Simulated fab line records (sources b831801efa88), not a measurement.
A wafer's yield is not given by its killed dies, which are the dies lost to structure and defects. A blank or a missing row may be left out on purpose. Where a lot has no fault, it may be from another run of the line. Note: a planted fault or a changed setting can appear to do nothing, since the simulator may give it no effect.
Comparing a struck lot with a sound one / flow sky130 / 17 out of 708 route steps
Sound: these wafers, L200.3, L200.4, L200.5. Struck: wafer L199.4. (L199.3 of the same lot was not struck and is left out.) The cause comes at the end.
At each step with rows: each side's tool, then ch and its chambers, then its first start. Under that, the readings that differ: sound wafers / struck wafers / difference of the means / sigmas: that difference in standard deviations of wafers without a fault.
alike: words and numbers the same on both sides, and readings whose means are apart by under 2 such deviations; not compared: readings that were withheld, readings missing a value for some wafer, numbers with overlapping values and no deviation given by the record, and bounds like >300 which may hide the same value.
A row with sigmas, a row that says differs or no value, or rows on one side alone: a step with any of these is where the two part. Numbers that have no deviation but don't overlap get no sigmas and don't part them. Lack of a reading on every wafer of one side parts them only where that side has two or more wafers.

SKY_SPACER_THK_MEAS_01:
  sound on film_metro-02, day 29 20:48; struck on film_metro-04, day 29 00:18
  alike: SPACER_CVD_00_THK
SKY_SPACER_ETCHBACK_02: etches Si3N4 in CH3F/O2, stops on SiO2, time 46.7 s, target depth 45 nm.
  sound on rie_diel-02 ch 1,2,3, day 29 20:50; struck on rie_diel-01 ch 0, day 29 00:20
  alike: ch3f_flow_sccm, drypump_motor_current_A, oes_product_au, throttle_valve_pct
  not compared: rf_hours_counter_h
then, 8 steps without rows for these wafers: SKY_POLY_CUT_DEHYDRATE_00 (time 60 s); SKY_POLY_CUT_HMDS_01 (prime time 60 s); SKY_POLY_CUT_COAT_02 (resist thk 60 nm); SKY_POLY_CUT_COAT_03 (resist thk 450 nm); SKY_POLY_CUT_SOFTBAKE_04 (time 90 s); SKY_POLY_CUT_EXPOSE_05 (exposes mask NPCM, target cd 270 nm); SKY_POLY_CUT_PEB_06; SKY_POLY_CUT_DEVELOP_07 (develop time 60 s).
SKY_POLY_CUT_CD_MEAS_08: target cd 270 nm.
  sound on cd_sem-02, day 31 00:10; struck on cd_sem-02, day 30 04:38
  alike: cd_nm
SKY_POLY_CUT_OVL_MEAS_09:
  sound on overlay-02, day 31 00:15; struck on overlay-02, day 30 04:43
reading=POLY_CUT_OVL (nm); sound=0 -7 -5; struck=6; difference=+10; sigmas=+2
SKY_POLY_CUT_ETCH_10: etches BARC in N2/H2, stops on SiO2, time 45.9 s, target depth 60 nm.
  sound on rie_diel-02 ch 0,1,2, day 31 00:17; struck on rie_diel-03 ch 3, day 30 04:44
reading=model.KrF-thick_of_POLY_CUT_COAT_03.thk_nm (nm); sound=410.7 411.1 409.2; struck=396.7; difference=-13.6; sigmas=
reading=model.POLY_CUT.cd_nm (nm); sound=268 269.8 269.5; struck=275.6; difference=+6.5; sigmas=
reading=model.SiO2_of_SONOS_ONO_CVD_04.thk_nm (nm); sound=4.167 4.255 4.211; struck=3.436; difference=-0.775; sigmas=
  alike: drypump_motor_current_A, oes_product_au, throttle_valve_pct
  not compared: rf_hours_counter_h
SKY_POLY_CUT_ETCH_11: etches Si3N4 in CF4/CH2F2/Ar, stops on poly-Si, time 42.5 s, target depth 60 nm.
  sound on rie_diel-02 ch 0,1,2, day 31 00:19; struck on rie_diel-03 ch 3, day 30 04:47
reading=oes_product_au (a.u.); sound=0.822 0.823 0.822; struck=0.807; difference=-0.015; sigmas=-2
reading=model.POLY_CUT.cd_nm (nm); sound=268 269.8 269.4; struck=275.5; difference=+6.4; sigmas=
  alike: drypump_motor_current_A, throttle_valve_pct
  not compared: rf_hours_counter_h
SKY_POLY_CUT_STRIP_12: strips in O2/N2.
  sound on plasma_asher-03 ch 0,1, day 31 00:23; struck on plasma_asher-04 ch 1, day 30 04:52
reading=strip_time_to_endpoint_s (s); sound=5.389 5.396 5.365; struck=5.244; difference=-0.139; sigmas=-7
  alike: drypump_motor_current_A, oes_product_au
  not compared: rf_hours_counter_h
then, 2 steps without rows for these wafers: SKY_SD_P_DEHYDRATE_00 (time 60 s); SKY_PAD_OPEN_PROBE_99.

WHERE THEY PART
At SKY_POLY_CUT_OVL_MEAS_09 first; at SKY_POLY_CUT_STRIP_12 last (within this record only).

WHY: whatever the simulator had introduced
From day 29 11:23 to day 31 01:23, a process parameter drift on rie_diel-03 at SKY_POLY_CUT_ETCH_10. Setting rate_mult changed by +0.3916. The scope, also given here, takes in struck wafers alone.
